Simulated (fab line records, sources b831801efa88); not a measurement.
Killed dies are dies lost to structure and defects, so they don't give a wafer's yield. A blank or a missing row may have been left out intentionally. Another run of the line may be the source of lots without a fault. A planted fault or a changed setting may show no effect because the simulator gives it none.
2 desks looking at one fault + flow gf180mcu + only its own numbers are on each desk; what lay behind them is given at the end

AT THE METROLOGY DESK
What the gauges read for every lot (on any tool): the sampled wafers with a number, averaged. Marked OUT: a lot whose mean sits more than 4 standard deviations from the usual mean, which makes it out of limits; the brackets give that distance.
Columns: A = V2_W_RS at GF_V2_RS_MEAS_24, usual 0.327 ohm/sq; B = M3_ALCU_RS at GF_M3_RS_MEAS_05, usual 0.0695 ohm/sq; C = V3_CVD_02_THK at GF_V3_THK_MEAS_03, usual 850 nm
| lot  | first seen here | A     | B      | C   |
|------|-----------------|-------|--------|-----|
| L663 | day 21 10:00    | 0.326 | 0.0697 | 848 |
| L664 | day 21 19:36    | 0.327 | 0.0696 | 850 |
| L666 | day 22 12:12    | 0.329 | 0.0694 | 811 |
| L668 | day 23 10:13    | 0.327 | 0.0698 | 813 |
| L674 | day 25 05:45    | 0.326 | 0.0709 | 854 |
| L676 | day 25 22:07    | 0.326 | 0.0699 | 858 |
| L677 | day 26 05:55    | 0.328 | 0.0696 | 854 |
| L678 | day 26 15:55    | 0.326 | 0.0694 | 841 |
| L679 | day 26 20:59    | 0.325 | 0.0702 | 839 |
| L680 | day 27 00:54    | 0.330 | 0.0685 | 841 |
| L681 | day 27 12:35    | 0.332 | 0.0701 | 842 |
| L682 | day 27 18:48    | 0.328 | 0.0693 | 848 |
This desk's finding: nothing out of limits on any of the 12 lots.

DESK OF THE TOOL OWNER: pecvd-04
The tool's own readings at GF_V3_CVD_02 (deposits SiO2 from TEOS, target thk 850 nm, time 94.851 s): means of the sampled wafers that have a number, for each lot that ran on this tool. Marked OUT: a lot whose mean sits more than 4 standard deviations from the usual mean, which makes it out of limits; the brackets give that distance.
Columns: A = heater_power_w at GF_V3_CVD_02, usual 616 W; B = run_length_s at GF_V3_CVD_02, usual 122.9 s
| lot  | first seen here | A   | B                |
|------|-----------------|-----|------------------|
| L663 | day 22 11:22    | 705 | 122.8            |
| L664 | day 22 20:25    | 530 | 122.7            |
| L666 | day 23 12:57    | 575 | 118.6 (-8.5) OUT |
| L668 | day 24 09:58    | 559 | 118.7 (-8.3) OUT |
| L677 | day 27 03:17    | 587 | 122.6            |
Finding of this desk: L666, L668 out of limits; the first was L666 at day 23 12:57, on run_length_s at GF_V3_CVD_02. L663, L664, L677: within limits.

ALL TOGETHER
The tool owner's desk could have raised an alarm at day 23 12:57, on L666, L668.
The metrology desk saw nothing out of limits.
The metrology desk holds a record of L666, L668, inside its limits.
Every lot named ran GF_V3_CVD_02 on pecvd-04.

WHAT THE SIMULATOR HAD PUT IN
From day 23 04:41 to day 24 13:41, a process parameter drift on pecvd-04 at GF_V3_CVD_02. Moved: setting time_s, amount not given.
Lots struck among those shown: L666, L668.
Time in hours from fault onset to the first out-of-limits reading at each desk: the tool owner's desk, 8.
